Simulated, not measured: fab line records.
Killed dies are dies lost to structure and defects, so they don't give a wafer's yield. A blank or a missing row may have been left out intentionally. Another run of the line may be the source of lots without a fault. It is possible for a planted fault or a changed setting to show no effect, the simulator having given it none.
A struck lot beside a sound one :: flow sky130 :: 17 steps out of a route of 708
Sound: the wafers L610.3, L610.4, L610.6. Struck: wafer L623.5 (left out: L623.2, L623.3 of the same lot, which were not struck); the cause appears at the end.
Each step with rows lists, per side, the tool, then ch with its chambers, then its first start. Under that, the readings that differ: sound wafers :: struck wafers :: difference of the means :: sigmas: that difference in standard deviations of wafers without a fault.
alike: a reading whose means differ by less than 2 such deviations, as well as words and numbers matching on both sides. not compared: withheld readings; readings where some wafer has no value; bounds like >300 that might hide an equal value; numbers whose values overlap and for which the record gives no deviation.
A row with sigmas, a row that says differs or no value, or rows on one side alone: a step with any of these is where the two part. Numbers that don't overlap but have no deviation are shown without sigmas and don't part them. A reading that every wafer of one side lacks parts them only if that side has two wafers or more.

first, 2 steps without rows for these wafers: SKY_CONTACT_PEB_12; SKY_CONTACT_DEVELOP_13 (develop time 60 s).
SKY_CONTACT_CD_MEAS_14: target cd 170 nm.
  struck on cd_sem-02, day 36 10:31; sound on cd_sem-01, day 32 10:14
  alike: cd_nm
SKY_CONTACT_OVL_MEAS_15:
  struck on overlay-01, day 36 10:38; sound on overlay-01, day 32 10:20
  alike: CONTACT_OVL
then, 1 step without rows for these wafers: SKY_CONTACT_ETCH_16 (etches BARC in N2/H2, stops on SiO2, time 45.9 s, target depth 60 nm).
SKY_CONTACT_ETCH_17: etches SiO2 in C4F8/O2/Ar, stops on Si3N4, target depth 340 nm.
  sound on rie_diel-03 ch 0,2,3, day 32 10:24; struck on rie_diel-01 ch 2, day 36 10:42
  alike: oes_product_au
SKY_CONTACT_ETCH_18: etches Si3N4 in CHF3/O2, stops on TiN, time 39 s, target depth 75 nm.
  sound: rie_diel-03 ch 0,2,3; struck: rie_diel-01 ch 2
  alike: drypump_motor_current_A, oes_product_au, throttle_valve_pct
  not compared: rf_hours_counter_h
SKY_CONTACT_STRIP_19: strips in O2/N2.
  sound on plasma_asher-04 ch 0,1, day 32 10:31; struck on plasma_asher-02 ch 0, day 36 10:47
  alike: drypump_motor_current_A, oes_product_au, strip_time_to_endpoint_s
  not compared: rf_hours_counter_h
then, 3 steps without rows for these wafers: SKY_CONTACT_STRIP_20 (strips in post etch residue remover, time 1200 s); SKY_CONTACT_CLEAN_21 (cleans in IPA, time 180 s); SKY_CONTACT_CLEAN_22 (cleans in O3/DIW).
SKY_CONTACT_SPUTTER_23: material TiN, target thk 20 nm, time 80 s.
  struck on pvd_sputter-02, day 36 11:23; sound on pvd_sputter-03, day 32 11:25
  alike: throttle_valve_pct
SKY_CONTACT_CVD_24: deposits W, target thk 340 nm, time 102.12 s.
  sound on cvd_w-02 ch 0,1, day 32 11:31; struck on cvd_w-02 ch 1, day 36 11:27
  alike: heater_power_w
SKY_CONTACT_RS_MEAS_25: measurement is done with a four-point probe.
  struck on film_metro-02, day 36 11:52; sound on film_metro-02, day 32 11:38
reading: CONTACT_W_RS (ohm/sq)
sound: 0.336 0.336 0.338
struck: 0.430
difference: +0.093
sigmas: +29
  not compared: hold
SKY_CONTACT_THK_MEAS_26: measures by xrf.
  struck on film_metro-02, day 36 22:08; sound on film_metro-02, day 32 11:44
reading: CONTACT_W_THK (nm)
sound: 346 346 345
struck: 286
difference: -60
sigmas: -9
  not compared: hold
SKY_CONTACT_CMP_27: polishes, stops on SiO2, t overpolish 15 s, target thk 0 nm.
  sound on cmp-01 ch 0,2,3, day 32 11:52; struck on cmp-02 ch 2, day 37 01:37
reading: hold
sound: - - -
struck: await_dispo/3.3h/release
difference: no value on the sound wafers
sigmas: 
  alike: motor_current_A, overpolish_run_s, time_to_endpoint_s
-- the record jumps here: 12 days lie between the struck wafers' starts before and after (it left off in module CONTACT and takes up again in module PAD_OPEN, whose first step shown is number 708 of the route) --
SKY_PAD_OPEN_PROBE_99:
  rows exist in the record for the struck wafers here (prober-02, day 49 10:59), but not for the sound ones

## WHERE THEY PART
First at SKY_CONTACT_RS_MEAS_25; last, within this record, at SKY_PAD_OPEN_PROBE_99.

WHY: what had been put in by the simulator
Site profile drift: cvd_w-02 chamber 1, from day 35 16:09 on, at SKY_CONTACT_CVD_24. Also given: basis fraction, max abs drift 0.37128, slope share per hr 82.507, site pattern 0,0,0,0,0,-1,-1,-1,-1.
